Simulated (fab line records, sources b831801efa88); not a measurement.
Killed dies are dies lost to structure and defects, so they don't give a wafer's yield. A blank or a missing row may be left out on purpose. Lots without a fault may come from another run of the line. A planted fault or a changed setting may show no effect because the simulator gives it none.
Which tool did it? | flow gf180mcu | 12 lots, 36 wafers sampled, at 3 steps of a route of 602

WHAT THE GAUGES READ, wafer by wafer
GF_V2_BOW_MEAS_05.
lot  | measured     | on            | V2_BOW (um)
L878 | day 19 19:00 | film_metro-01 | 95 93 99
L879 | day 20 05:37 | film_metro-02 | 104 97 102
L880 | day 20 10:31 | film_metro-01 | 95 98 88
L881 | day 20 17:00 | film_metro-01 | 104 113 101
L882 | day 21 03:16 | film_metro-01 | 102 101 107
L883 | day 21 14:07 | film_metro-01 | 92 98 92
L888 | day 23 08:04 | film_metro-02 | 107 111 108
L889 | day 24 00:05 | film_metro-01 | 103 99 103
L890 | day 24 02:29 | film_metro-01 | 91 90 92
L893 | day 25 00:35 | film_metro-01 | 102 103 92
L899 | day 26 19:11 | film_metro-01 | 95 101 91
L900 | day 27 02:37 | film_metro-01 | 96 98 101

GF_V2_CD_MEAS_14: target cd 260 nm.
lot  | measured     | on        | cd_nm (nm)
L878 | day 20 19:23 | cd_sem-02 | 260.5 262.1 261.8
L879 | day 21 06:05 | cd_sem-01 | 260.4 260.5 260.6
L880 | day 21 11:32 | cd_sem-01 | 259.6 259.0 259.8
L881 | day 21 17:35 | cd_sem-02 | 258.8 259.4 259.7
L882 | day 22 02:56 | cd_sem-01 | 261.7 261.2 260.9
L883 | day 22 13:45 | cd_sem-02 | 260.2 260.7 261.1
L888 | day 24 06:14 | cd_sem-02 | 261.7 260.3 260.9
L889 | day 24 21:41 | cd_sem-02 | 259.7 259.6 261.0
L890 | day 25 00:47 | cd_sem-02 | 259.3 260.1 259.7
L893 | day 25 21:46 | cd_sem-01 | 261.4 262.4 262.4
L899 | day 27 14:59 | cd_sem-01 | 260.1 260.9 259.5
L900 | day 27 23:08 | cd_sem-01 | 266.2 271.7 274.7

WHICH TOOL RAN EACH LOT (tool, then ch and the chambers of the sampled wafers, then the start)
lot  | GF_V2_EXPOSE_11
L878 | krf_scanner-02 ch 0, day 20 07:22
L879 | krf_scanner-02 ch 0, day 20 18:00
L880 | krf_scanner-01 ch 0, day 20 23:19
L881 | krf_scanner-02 ch 0, day 21 05:49
L882 | krf_scanner-01 ch 0, day 21 15:34
L883 | krf_scanner-01 ch 0, day 22 02:12
L888 | krf_scanner-01 ch 0, day 23 19:32
L889 | krf_scanner-01 ch 0, day 24 10:56
L890 | krf_scanner-01 ch 0, day 24 13:50
L893 | krf_scanner-02 ch 0, day 25 10:59
L899 | krf_scanner-01 ch 0, day 27 05:23
L900 | krf_scanner-02 ch 0, day 27 13:11
- GF_V2_EXPOSE_11: exposes mask Via2, target cd 260 nm.

WHAT THE TOOLS THEMSELVES READ (means of the sampled wafers that have a number; where no wafer has one, the mark that the record gives instead)
GF_V2_EXPOSE_11.
lot  | tool           | exposure_dose_mJ_cm2
L878 | krf_scanner-02 | 37.97
L879 | krf_scanner-02 | 37.97
L880 | krf_scanner-01 | 37.97
L881 | krf_scanner-02 | 37.96
L882 | krf_scanner-01 | 37.96
L883 | krf_scanner-01 | 37.98
L888 | krf_scanner-01 | 38.00
L889 | krf_scanner-01 | 37.98
L890 | krf_scanner-01 | 37.98
L893 | krf_scanner-02 | 38.01
L899 | krf_scanner-01 | 38.01
L900 | krf_scanner-02 | 37.70

THE ANSWER, worked out from the rows above alone
Rule: what is usual is taken from the lots themselves. Put in order of their means at a reading, lots are off if they are a third of the lots or fewer, leave a main group of 4 or more, and stand apart from it by a gap of 3 or more times the standard deviation of the main group's means; of several such gaps the widest counts. A main group whose means are all the same, to the digits that the tables above print for the reading, isn't used. A lot without any number at a reading at which 4 lots or more have one is off too. The other lots that the step has rows for count as sound. The gauges are gone through in route order, then the tools' own readings, and for those a lot's mean is taken as printed above. The first step at which some lot is off is used, and at that step the reading that is off furthest; a lot without a number counts as furthest.
Off: L900, at GF_V2_CD_MEAS_14 (cd_nm). The main group: mean 260.5 nm, standard deviation 0.83.
A tool fits if, at a process step before that reading, it ran every lot that is off, and no sound lot after the first of them. The gauges at GF_V2_CD_MEAS_14 aren't tried: what is off there is off at GF_V2_EXPOSE_11 too, on other tools, and a gauge's error can't cause that. One fits: krf_scanner-02 at GF_V2_EXPOSE_11. Its last sound lot is L893 (day 25 10:59), its first lot that is off L900 (day 27 13:11): a fault that began between those two fits.
The tool's own readings at GF_V2_EXPOSE_11 bear it out: on the lots that are off they differ by more than 5 times the standard deviation of the sound lots' means. exposure_dose_mJ_cm2 reads 37.70 there against 37.98 on the sound lots.

WHAT THE SIMULATOR HAD PUT IN
Process parameter drift: krf_scanner-02, from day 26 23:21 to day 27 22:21, at GF_V2_EXPOSE_11. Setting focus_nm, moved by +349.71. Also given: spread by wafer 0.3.
Lots struck among those shown: L900. The rule above found the same.
